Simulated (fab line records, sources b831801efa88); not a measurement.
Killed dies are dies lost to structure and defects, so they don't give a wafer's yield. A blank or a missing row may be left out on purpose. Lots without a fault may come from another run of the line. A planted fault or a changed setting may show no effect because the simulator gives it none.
Which tool did it? | flow sky130 | 7 lots, 20 wafers sampled, at 1 step of a route of 708

WHAT THE GAUGES READ, wafer by wafer
SKY_LDD_LDN_OVL_MEAS_07.
lot  | measured     | on         | LDD_LDN_OVL (nm)
L663 | day 24 10:58 | overlay-02 | 0.2 -0.5 1.7
L666 | day 25 13:36 | overlay-02 | -2.1 -0.8 -1.8
L669 | day 26 18:10 | overlay-02 | -0.8 -1.2 -1.2
L671 | day 27 07:52 | overlay-02 | -0.7 -2.1 -1.7
L676 | day 30 13:24 | overlay-01 | 0.3 -0.2 -1.9
L677 | day 30 14:41 | overlay-02 | -3.8 -0.9
L682 | day 31 01:34 | overlay-01 | -0.2 1.1 0.5

WHICH TOOL RAN EACH LOT (tool, then ch and the chambers of the sampled wafers, then the start)
The record holds no process step before these readings.

THE ANSWER, worked out from the rows above alone
Rule: what is usual is taken from the lots themselves. Put in order of their means at a reading, lots are off if they are a third of the lots or fewer, leave a main group of 4 or more, and stand apart from it by a gap of 3 or more times the standard deviation of the main group's means; of several such gaps the widest counts. A main group whose means are all the same, to the digits that the tables above print for the reading, isn't used. A lot without any number at a reading at which 4 lots or more have one is off too. The other lots that the step has rows for count as sound.
No lot is off at any reading shown: from this, nothing can be told.

WHAT THE SIMULATOR HAD PUT IN
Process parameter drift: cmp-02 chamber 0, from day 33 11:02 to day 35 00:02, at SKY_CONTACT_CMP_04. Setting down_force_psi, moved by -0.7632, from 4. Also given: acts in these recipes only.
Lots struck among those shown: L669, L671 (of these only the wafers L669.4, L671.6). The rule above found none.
